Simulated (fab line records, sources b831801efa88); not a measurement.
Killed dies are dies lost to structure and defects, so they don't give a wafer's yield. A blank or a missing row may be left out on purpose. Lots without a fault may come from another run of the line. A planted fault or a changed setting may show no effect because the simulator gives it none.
fab line records | flow sky130
record lots=6 wafers=18 last_day=49
route steps=708 shown LI_CONTACT@371 LOCAL_INTERCONNECT@387 PAD_OPEN@708
lots that met no fault: from a run of the same line without faults
start_h: hours from the record's first day to the start of the lot's first wafer shown | wait_h: hours since the lot's step before | " the same as in the row above | L1.1+2: a row that stands for several wafers | - no value, or no start given | * or withheld: withheld | < > ~ a bound
route shown NAME@n: a module of which the file shows steps, and the number in the route of the first | usual: mean/standard deviation of fault-free wafers | same: alike in all rows | chamber/n: place in a boat | sites: the reading at each site | _std_site: their standard deviation | _edge_site: outer sites' mean less inner sites' | radius_mm: how far each site lies from the wafer's centre | mask NAME#n: copy n | behind: the tool/chamber that last shaped the wafer | hold: why the lot was held/for how many hours/how that ended | device: the transistor (n, p or np) that didn't switch | end of line: the same wafers' tests at the end of the route | a step without rows: its recipe alone | killed: dies lost to structure and defects at the first sort, not the wafer's yield | map: a wafer's dies, x killed, . not, _ none there
set.NAME: the setting as run; set.NAME@STEP: as run at that earlier step | model.NAME: the simulator's own value behind a step, which no gauge read
lots at some steps of the route; a table a step, a row a wafer
services: from which hour (start_h, from the record's first day; less than 0 if before it) a tool's chamber was out of use, for how many hours, and why
## steps
# step SKY_LI_CONTACT_EXPOSE_09
# recipe mask_id=LICM1 na=0.8 source_shape=annular sigma_inner=0.55 sigma_outer=0.85 target_cd_nm=170 dose_mj=38
# step SKY_LI_CONTACT_PEB_10
# recipe peb_temp_c=withheld peb_time_s=withheld resist=KrF-thick
# step SKY_LI_CONTACT_DEVELOP_11
# recipe develop_time_s=60 resist=KrF-thick dev_temp_c=21
# step SKY_LI_CONTACT_CD_MEAS_12
# recipe target_cd_nm=170
# usual cd_nm=169.6/1.4
# columns lot.wafer tool chamber start_h wait_h cd_nm
L392.1 cd_sem-02 - 717.28 - 169.1
L392.2 " - " " 169.1
L392.3 " - " " 170.1
L397.1 cd_sem-01 - 758.33 - 167.3
L397.3 " - " " 169.0
L397.4 " - " " 169.6
L398.1 cd_sem-01 - 765.29 - 170.2
L398.2 " - " " 170.0
L398.3 " - " " 170.8
L399.1 cd_sem-01 - 769.63 - 170.5
L399.2 " - " " 170.7
L399.6 " - " " 169.9
L401.1 cd_sem-01 - 786.98 - 171.7
L401.2 " - " " 171.4
L401.5 " - " " 172.4
L407.1 cd_sem-01 - 839.74 - 168.6
L407.2 " - " " 167.8
L407.5 " - " " 167.6
# step SKY_LI_CONTACT_OVL_MEAS_13
# usual LI_CONTACT_OVL=-1/4.9
# columns lot.wafer tool chamber start_h wait_h LI_CONTACT_OVL[nm]
L392.1 overlay-02 - 717.40 0.1 -2
L392.2 " - " " 1
L392.3 " - " " -5
L397.1 overlay-02 - 758.45 0.1 4
L397.3 " - " " -5
L397.4 " - " " -11
L398.1 overlay-01 - 765.41 0.1 -3
L398.2 " - " " 9
L398.3 " - " " 5
L399.1 overlay-02 - 769.75 0.1 0
L399.2 " - " " 0
L399.6 " - " " 5
L401.1 overlay-01 - 787.10 0.1 -4
L401.2 " - " " -4
L401.5 " - " " -6
L407.1 overlay-02 - 839.86 0.1 -1
L407.2 " - " " -6
L407.5 " - " " 1
# step SKY_LI_CONTACT_ETCH_14
# recipe chemistry=N2/H2 target=BARC ion_energy_ev=200 source_w=500 bias_w=100 pressure_mtorr=30 n2_flow_sccm=100 h2_flow_sccm=200 stop_on=SiO2 time_s=45.9 target_depth_a=600
# usual drypump_motor_current_A=5.6/0.63 oes_product_au=0.854/0.0051 throttle_valve_pct=13.224/0.0076
# columns lot.wafer tool chamber start_h wait_h drypump_motor_current_A oes_product_au rf_hours_counter_h throttle_valve_pct
L392.1 rie_diel-04 1 717.44 0.0 6.2 0.860 4 13.225
L392.2 " 3 " " 5.9 0.861 10 13.212
L392.3 " 0 " " 5.7 0.853 1 13.238
L397.1 rie_diel-02 1 758.48 0.0 6.5 0.844 11 13.236
L397.3 " 2 " " 5.4 0.853 0 13.221
L397.4 " 0 " " 4.8 0.857 2 13.221
L398.1 rie_diel-01 0 765.45 0.0 5.9 0.856 2 13.225
L398.2 " 1 " " 5.7 0.857 14 13.214
L398.3 " 3 " " 5.1 0.851 2 13.221
L399.1 rie_diel-02 2 769.79 0.0 5.4 0.859 0 13.215
L399.2 " 0 " " 4.8 0.856 2 13.226
L399.6 " 1 " " 6.5 0.847 - 13.228
L401.1 rie_diel-04 3 787.13 0.0 5.9 0.852 12 13.217
L401.2 " 2 " " 6.5 0.852 9 13.236
L401.5 " 1 " " 6.2 0.850 - 13.230
L407.1 rie_diel-04 1 839.90 0.0 6.2 0.854 8 13.227
L407.2 " 0 " " 5.7 0.849 5 13.235
L407.5 " 2 " " 6.5 0.856 - 13.220
# step SKY_LI_CONTACT_ETCH_15
# recipe target=PSG chemistry=C4F8/O2/Ar stop_on=Si taper_deg=4.15 mask_material=KrF-thick source_w=1500 bias_w=1200 pressure_mtorr=40 c4f8_flow_sccm=withheld O2_flow_sccm=6 Ar_flow_sccm=300 time_s=withheld target_depth_a=6000
# step SKY_LI_CONTACT_STRIP_16
# recipe chemistry=O2/N2 power_w=1400 pressure_mtorr=1500 platen_temp_c=withheld o2_flow_sccm=3000 n2_flow_sccm=300 overash_fraction=0.5
# usual drypump_motor_current_A=5.4/0.48 oes_product_au=0.375/0.0047 strip_time_to_endpoint_s=3.46/0.037
# columns lot.wafer tool chamber start_h wait_h drypump_motor_current_A oes_product_au rf_hours_counter_h strip_time_to_endpoint_s
L392.1 plasma_asher-04 0 717.57 - 5.0 0.374 90 3.43
L392.2 " 1 " " 5.2 0.378 90 3.46
L392.3 " 1 " " 5.2 0.367 - 3.40
L397.1 plasma_asher-02 0 758.61 - 5.0 0.372 63 3.45
L397.3 " 0 " " 5.0 0.381 - 3.55
L397.4 " 1 " " 6.1 0.376 - 3.48
L398.1 plasma_asher-04 1 765.57 - 5.2 0.370 95 3.45
L398.2 " 0 " " 5.0 0.375 95 3.50
L398.3 " 0 " " 5.0 0.376 - 3.47
L399.1 plasma_asher-04 1 769.92 - 5.2 0.382 95 3.57
L399.2 " 0 " " 5.0 0.374 95 3.49
L399.6 " 0 " " 5.0 0.373 - 3.45
L401.1 plasma_asher-03 1 787.26 - 6.1 0.378 4 3.48
L401.2 " 0 " " 5.2 0.371 4 3.47
L401.5 " 1 " " 6.1 0.371 - 3.47
L407.1 plasma_asher-02 0 840.02 - 5.0 0.371 72 3.46
L407.2 " 1 " " 6.1 0.362 72 3.40
L407.5 " 0 " " 5.0 0.372 - 3.46
# step SKY_LI_CONTACT_CLEAN_17
# recipe chemistry=NMP time_s=600 temp_c=60 dry=n2_spin
# step SKY_LI_CONTACT_PRE_CLEAN_18
# recipe gas=Ar time_s=5.6 bias_v=358
# step SKY_LI_CONTACT_SPUTTER_19
# recipe material=Ti target_thk_nm=20 chamber_pressure_pa=5 power_w=2500 substrate_temp_c=200 time_s=106.37
# usual throttle_valve_pct=29.7/1
# columns lot.wafer tool chamber start_h wait_h throttle_valve_pct
L392.1 pvd_sputter-03 - 717.86 0.0 29.3
L392.2 " - " " 30.6
L392.3 " - " " 29.4
L397.1 pvd_sputter-01 - 758.91 0.0 29.7
L397.3 " - " " 29.6
L397.4 " - " " 29.4
L398.1 pvd_sputter-01 - 765.88 0.0 29.8
L398.2 " - " " 29.4
L398.3 " - " " 29.6
L399.1 pvd_sputter-04 - 770.21 0.0 31.7
L399.2 " - " " 29.9
L399.6 " - " " 31.6
L401.1 pvd_sputter-03 - 787.56 0.0 27.9
L401.2 " - " " 29.6
L401.5 " - " " 29.4
L407.1 pvd_sputter-01 - 840.32 0.0 29.5
L407.2 " - " " 29.9
L407.5 " - " " 29.7
# step SKY_LI_CONTACT_SPUTTER_20
# recipe material=TiN target_thk_nm=20 chamber_pressure_pa=5 power_w=4000 time_s=80
# usual throttle_valve_pct=29.7/1
# columns lot.wafer tool chamber start_h wait_h throttle_valve_pct
L392.1 pvd_sputter-03 - 717.94 0.0 29.3
L392.2 " - " " 31.0
L392.3 " - " " 29.3
L397.1 pvd_sputter-01 - 758.98 0.0 29.5
L397.3 " - " " 29.8
L397.4 " - " " 29.4
L398.1 pvd_sputter-01 - 765.96 0.0 29.8
L398.2 " - " " 29.2
L398.3 " - " " 29.7
L399.1 pvd_sputter-04 - 770.29 0.0 31.7
L399.2 " - " " 29.9
L399.6 " - " " 31.9
L401.1 pvd_sputter-03 - 787.63 0.0 27.9
L401.2 " - " " 29.6
L401.5 " - " " 29.3
L407.1 pvd_sputter-01 - 840.39 0.0 29.6
L407.2 " - " " 29.6
L407.5 " - " " 29.5
# step SKY_LI_CONTACT_CVD_21
# recipe material=W target_thk_nm=400 time_s=120.56 temp_c=400 pressure_torr=40
# usual heater_power_w=887/76
# columns lot.wafer tool chamber start_h wait_h heater_power_w model.W_of_LI_CONTACT_CVD_21.thk_nm
L392.1 cvd_w-02 1 718.00 0.0 849 406.9
L392.2 " 0 " " 986 395.2
L392.3 " 1 " " 819 408.3
L397.1 cvd_w-02 1 759.04 0.0 848 401.6
L397.3 " 1 " " 823 404
L397.4 " 0 " " 1014 392.6
L398.1 cvd_w-01 0 766.02 0.0 875 399.3
L398.2 " 1 " " 830 393
L398.3 " 1 " " 814 396.6
L399.1 cvd_w-02 0 770.35 0.0 1010 449.2
L399.2 " 1 " " 826 457.1
L399.6 " 0 " " 1010 443.9
L401.1 cvd_w-02 0 787.69 0.0 1020 446
L401.2 " 1 " " 837 451.9
L401.5 " 1 " " 836 452.8
L407.1 cvd_w-01 0 840.46 0.0 901 391.1
L407.2 " 1 " " 821 394.9
L407.5 " 0 " " 902 390.3
# step SKY_LI_CONTACT_RS_MEAS_22
# recipe thk_meas_gauge=four-point-probe reads=W_of_LI_CONTACT_CVD_21+TiN_of_LI_CONTACT_SPUTTER_20+Ti_of_LI_CONTACT_SPUTTER_19
# usual LI_CONTACT_W_RS=0.285/0.0039
# columns lot.wafer tool chamber start_h wait_h LI_CONTACT_W_RS[ohm/sq]
L392.1 film_metro-03 - 718.12 0.1 0.280
L392.2 " - " " 0.288
L392.3 " - " " 0.279
L397.1 film_metro-04 - 759.17 0.1 0.283
L397.3 " - " " 0.281
L397.4 " - " " 0.290
L398.1 film_metro-01 - 766.15 0.1 0.285
L398.2 " - " " 0.289
L398.3 " - " " 0.287
L399.1 film_metro-01 - 770.47 0.1 0.253
L399.2 " - " " 0.248
L399.6 " - " " 0.256
L401.1 film_metro-04 - 787.82 0.1 0.255
L401.2 " - " " 0.251
L401.5 " - " " 0.251
L407.1 film_metro-01 - 840.58 0.1 0.292
L407.2 " - " " 0.288
L407.5 " - " " 0.292
# step SKY_LI_CONTACT_THK_MEAS_23
# recipe thk_meas_gauge=xrf reads=W_of_LI_CONTACT_CVD_21
# usual LI_CONTACT_W_THK=400/9.1
# columns lot.wafer tool chamber start_h wait_h LI_CONTACT_W_THK[nm]
L392.1 film_metro-03 - 718.24 0.1 402
L392.2 " - " " 391
L392.3 " - " " 402
L397.1 film_metro-04 - 759.29 0.1 405
L397.3 " - " " 407
L397.4 " - " " 394
L398.1 film_metro-01 - 766.27 0.1 405
L398.2 " - " " 400
L398.3 " - " " 400
L399.1 film_metro-01 - 770.59 0.1 449
L399.2 " - " " 457
L399.6 " - " " 448
L401.1 film_metro-04 - 787.94 0.1 442
L401.2 " - " " 448
L401.5 " - " " 449
L407.1 film_metro-01 - 840.70 0.1 393
L407.2 " - " " 400
L407.5 " - " " 396
# step SKY_LI_CONTACT_CMP_24
# recipe stop_on=PSG t_overpolish_s=20 down_force_psi=3.5 platen_rpm=60 target_thk_nm=0 pad_velocity_m_s=0.94248
# usual motor_current_A=10.8/1 time_to_endpoint_s=97/4
# columns lot.wafer tool chamber start_h wait_h motor_current_A time_to_endpoint_s
L392.1 cmp-02 1 718.30 0.1 11.2 97
L392.2 " 2 " " 9.2 93
L392.3 " 0 " " 8.9 95
L397.1 cmp-02 2 759.35 0.1 9.8 96
L397.4 " 3 " " 12.9 99
L397.3 " 0 " " 9.3 97
L398.2 cmp-02 3 766.33 0.0 13.2 100
L398.3 " 0 " " 9.2 93
L398.1 " 2 " " 9.7 94
L399.1 cmp-01 1 770.65 0.1 10.6 112
L399.2 " 2 " " 10.7 118
L399.6 " 1 " " 10.6 111
L401.1 cmp-02 3 788.10 0.1 12.4 112
L401.2 " 0 " " 9.1 106
L401.5 " 1 " " 10.7 107
L407.1 cmp-01 2 840.76 0.1 10.6 94
L407.2 " 3 " " 11.2 93
L407.5 " 2 " " 10.2 95
# step SKY_LOCAL_INTERCONNECT_SPUTTER_00
# recipe material=TiN target_thk_nm=100 temp_c=300 power_w=6686 time_s=83.3 chamber_pressure_pa=0.4
# usual throttle_valve_pct=29.5/0.95
# columns lot.wafer tool chamber start_h wait_h throttle_valve_pct
L392.1 pvd_sputter-02 - 718.60 0.2 29.7
L392.2 " - " " 30.0
L392.3 " - " " 29.4
L397.1 pvd_sputter-04 - 759.65 0.2 30.5
L397.3 " - " " 29.9
L397.4 " - " " 29.6
L398.1 pvd_sputter-02 - 766.63 0.1 29.6
L398.2 " - " " 28.6
L398.3 " - " " 29.7
L399.1 pvd_sputter-03 - 770.95 0.2 30.7
L399.2 " - " " 27.9
L399.6 " - " " 29.4
L401.1 pvd_sputter-04 - 788.30 0.1 30.7
L401.2 " - " " 31.7
L401.5 " - " " 29.4
L407.1 pvd_sputter-03 - 841.06 0.2 29.4
L407.2 " - " " 29.2
L407.5 " - " " 27.9
# step SKY_PAD_OPEN_PROBE_99
# usual killed_at_M0_to_M3=45/6.8 killed_at_M4_up=3.1/2 killed_at_contacts=23/5.2 killed_at_front_end=14/3.7 killed_at_other=0.3/0.61 killed_dies=86/9 killed_open=46/6.9 killed_short=39/6.4
# same gross_dies=492 killed_at_back_side=0
# columns lot.wafer tool chamber start_h wait_h killed_at_M0_to_M3 killed_at_M4_up killed_at_contacts killed_at_front_end killed_at_other killed_dies killed_open killed_short
L392.1 prober-02 - 1103.77 0.1 59 2 23 9 0 93 57 34
L392.2 prober-02 - 1103.82 0.1 40 1 23 11 0 75 42 33
L392.3 prober-02 - 1103.87 0.2 48 4 13 10 2 77 44 32
L397.1 prober-01 - 1134.00 0.1 39 3 26 15 0 83 45 38
L397.3 prober-01 - 1134.10 0.2 41 0 18 13 1 73 45 28
L397.4 prober-01 - 1134.15 0.2 58 5 25 16 0 104 60 44
L398.1 prober-02 - 1139.16 0.1 48 2 23 14 1 88 43 45
L398.2 prober-02 - 1139.21 0.1 43 3 22 12 0 80 42 37
L398.3 prober-02 - 1139.26 0.2 37 1 31 14 0 83 55 28
L399.1 prober-01 - 1141.25 0.1 36 4 24 17 0 81 37 43
L399.2 prober-01 - 1141.30 0.1 42 4 21 11 1 79 41 38
L399.6 prober-01 - 1141.50 0.2 45 3 23 12 1 84 34 50
L401.1 prober-01 - 1153.76 0.1 52 2 16 19 0 89 50 39
L401.2 prober-01 - 1153.81 0.1 52 3 23 12 0 90 38 52
L401.5 prober-01 - 1153.96 0.2 46 3 26 16 1 92 50 41
L407.1 prober-01 - 1187.63 0.1 45 2 19 20 0 86 48 38
L407.2 prober-01 - 1187.68 0.1 44 9 32 19 1 105 49 56
L407.5 prober-01 - 1187.83 0.2 55 10 26 10 0 101 51 50
# killed by level:class
L392.1 VIA1:geometric_particle:open=13 VIA2:geometric_particle:open=12 LI_CONTACT:geometric_particle:open=9 CONTACT:geometric_particle:open=8 METAL1:geometric_particle:short=8 METAL2:geometric_particle:short=7 VIA3:geometric_particle:open=7 VIA1:geometric_particle:short=4
L392.2 VIA1:geometric_particle:open=11 CONTACT:geometric_particle:open=8 VIA2:geometric_particle:open=6 CONTACT:geometric_particle:short=5 LI_CONTACT:geometric_particle:open=4 VIA1:geometric_particle:short=4 VIA3:geometric_particle:open=4 POLY_GATE:geometric_particle:short=3
L392.3 VIA1:geometric_particle:open=12 VIA3:geometric_particle:open=8 VIA2:geometric_particle:open=6 LI_CONTACT:geometric_particle:open=5 METAL1:geometric_particle:short=5 VIA3:geometric_particle:short=5 CONTACT:geometric_particle:open=4 VIA1:geometric_particle:short=4
L397.1 CONTACT:geometric_particle:open=9 VIA1:geometric_particle:open=9 METAL1:geometric_particle:short=8 FIELD_ISO:geometric_particle:open=6 CONTACT:geometric_particle:short=6 LI_CONTACT:geometric_particle:short=5 LI_CONTACT:geometric_particle:open=5 VIA2:geometric_particle:open=5
L397.3 VIA1:geometric_particle:open=11 CONTACT:geometric_particle:open=8 VIA2:geometric_particle:open=8 LI_CONTACT:geometric_particle:open=6 METAL1:geometric_particle:short=4 VIA1:geometric_particle:short=4 POLY_GATE:geometric_particle:short=3 METAL3:geometric_particle:short=3
L397.4 CONTACT:geometric_particle:open=12 VIA1:geometric_particle:open=11 VIA3:geometric_particle:open=10 VIA2:geometric_particle:open=9 METAL2:geometric_particle:short=7 LI_CONTACT:geometric_particle:open=6 METAL1:geometric_particle:short=5 VIA1:geometric_particle:short=5
L398.1 VIA2:geometric_particle:open=11 CONTACT:geometric_particle:open=9 LI_CONTACT:geometric_particle:open=7 METAL1:geometric_particle:short=7 VIA1:geometric_particle:open=7 METAL2:geometric_particle:short=7 POLY_GATE:geometric_particle:short=5 FIELD_ISO:geometric_particle:short=4
L398.2 VIA1:geometric_particle:open=13 VIA3:geometric_particle:open=9 CONTACT:geometric_particle:open=7 METAL2:geometric_particle:short=6 LI_CONTACT:geometric_particle:open=5 POLY_GATE:geometric_particle:short=4 VIA1:geometric_particle:short=4 VIA3:geometric_particle:short=4
L398.3 CONTACT:geometric_particle:open=12 LI_CONTACT:geometric_particle:open=11 VIA1:geometric_particle:open=9 VIA2:geometric_particle:open=8 METAL1:geometric_particle:short=6 POLY_GATE:geometric_particle:open=5 POLY_GATE:geometric_particle:short=5 LOCAL_INTERCONNECT:geometric_particle:short=5
L399.1 CONTACT:geometric_particle:open=9 VIA2:geometric_particle:open=8 FIELD_ISO:geometric_particle:short=6 LI_CONTACT:geometric_particle:open=6 CONTACT:geometric_particle:short=6 VIA1:geometric_particle:open=6 VIA1:geometric_particle:short=5 POLY_GATE:geometric_particle:short=5
L399.2 VIA1:geometric_particle:open=11 METAL2:geometric_particle:short=7 CONTACT:geometric_particle:open=6 VIA2:geometric_particle:open=6 FIELD_ISO:geometric_particle:short=5 LI_CONTACT:geometric_particle:open=5 VIA1:geometric_particle:short=5 LOCAL_INTERCONNECT:geometric_particle:short=4
L399.6 METAL1:geometric_particle:short=11 CONTACT:geometric_particle:short=7 LI_CONTACT:geometric_particle:open=7 VIA1:geometric_particle:open=7 VIA1:geometric_particle:short=6 METAL2:geometric_particle:short=6 LOCAL_INTERCONNECT:geometric_particle:short=5 FIELD_ISO:geometric_particle:open=4
L401.1 VIA3:geometric_particle:open=9 VIA1:geometric_particle:open=8 CONTACT:geometric_particle:open=7 VIA2:geometric_particle:open=7 FIELD_ISO:geometric_particle:short=5 METAL2:geometric_particle:short=5 METAL3:geometric_particle:short=5 FIELD_ISO:geometric_particle:open=4
L401.2 VIA1:geometric_particle:open=12 VIA1:geometric_particle:short=11 CONTACT:geometric_particle:open=8 METAL1:geometric_particle:short=8 LOCAL_INTERCONNECT:geometric_particle:short=7 VIA3:geometric_particle:open=5 LI_CONTACT:geometric_particle:open=4 VIA2:geometric_particle:open=4
L401.5 VIA1:geometric_particle:open=12 CONTACT:geometric_particle:open=8 VIA2:geometric_particle:open=8 CONTACT:geometric_particle:short=7 METAL1:geometric_particle:short=7 VIA3:geometric_particle:open=7 METAL2:geometric_particle:short=6 FIELD_ISO:geometric_particle:short=5
L407.1 METAL2:geometric_particle:short=10 VIA1:geometric_particle:open=9 CONTACT:geometric_particle:open=8 FIELD_ISO:geometric_particle:open=6 POLY_GATE:geometric_particle:open=6 LI_CONTACT:geometric_particle:short=5 VIA2:geometric_particle:open=5 METAL1:geometric_particle:short=4
L407.2 CONTACT:geometric_particle:open=10 VIA1:geometric_particle:open=8 METAL2:geometric_particle:short=8 LI_CONTACT:geometric_particle:open=7 METAL4:geometric_particle:short=7 FIELD_ISO:geometric_particle:short=6 POLY_GATE:geometric_particle:short=6 VIA2:geometric_particle:open=6
L407.5 VIA1:geometric_particle:open=13 VIA2:geometric_particle:open=9 VIA1:geometric_particle:short=8 METAL4:geometric_particle:short=7 CONTACT:geometric_particle:short=6 LI_CONTACT:geometric_particle:open=6 CONTACT:geometric_particle:open=6 VIA3:geometric_particle:open=6
## services
# columns tool chamber start_h hours kind
cmp-02 - 693.81 6.5 pm
pvd_sputter-03 - 697.27 6.2 repair
pvd_sputter-01 - 699.26 4.7 repair
cvd_w-01 - 700.29 2.8 pm
pvd_sputter-03 - 706.68 1.0 repair
cmp-02 - 710.57 4.5 repair
cmp-01 - 721.15 1.1 repair
rie_diel-01 3 725.85 23.6 repair
cmp-02 - 727.10 2.1 repair
rie_diel-01 2 730.21 7.1 repair
plasma_asher-03 - 733.75 9.0 pm
rie_diel-02 - 738.15 0.9 repair
cmp-02 - 744.00 4.0 pm
cvd_w-01 0 749.70 10.7 repair
rie_diel-04 2 750.60 20.0 repair
rie_diel-02 1 754.77 3.0 repair
rie_diel-04 - 758.74 0.9 repair
rie_diel-01 2 761.54 5.8 repair
cvd_w-02 - 780.82 2.2 repair
cvd_w-01 - 794.44 0.3 repair
cmp-01 - 798.30 0.3 repair
cvd_w-02 - 802.79 28.1 pm
pvd_sputter-01 - 821.11 7.9 repair
cmp-02 - 825.05 0.8 repair
## key
first_sign step=SKY_LI_CONTACT_RS_MEAS_22 reading=LI_CONTACT_W_RS direction=down sigmas=8.3 usual=0.285 struck=0.252
effect step=SKY_LI_CONTACT_THK_MEAS_23 reading=LI_CONTACT_W_THK direction=up sigmas=5.4 usual=400 struck=449
effect step=SKY_LI_CONTACT_CMP_24 reading=time_to_endpoint_s direction=up sigmas=3.6 usual=* struck=*
model_effect step=SKY_LI_CONTACT_CVD_21 value=W_of_LI_CONTACT_CVD_21.thk_nm without=396.5 struck=450.1
met_at SKY_LI_CONTACT_CVD_21
struck_wafers L399.1,L399.2,L399.6,L401.1,L401.2,L401.5
tester_left_out L399,L401
onset_between 759.04 770.35
fault kind=process_parameter_drift tool=cvd_w-02 chamber=- onset_h=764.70 steps=SKY_LI_CONTACT_CVD_21 channel=target_thk_nm offset=53.435 shape=step end_h=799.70 acts_in=these_recipes_only stated=400
# tester_left_out: of these lots the tester's yield and bins aren't shown, on N5 and GAA mostly nor the transistor test; their killed dies are dies lost to structure and defects alone, not to doping, threshold or leakage, so they don't give the yield
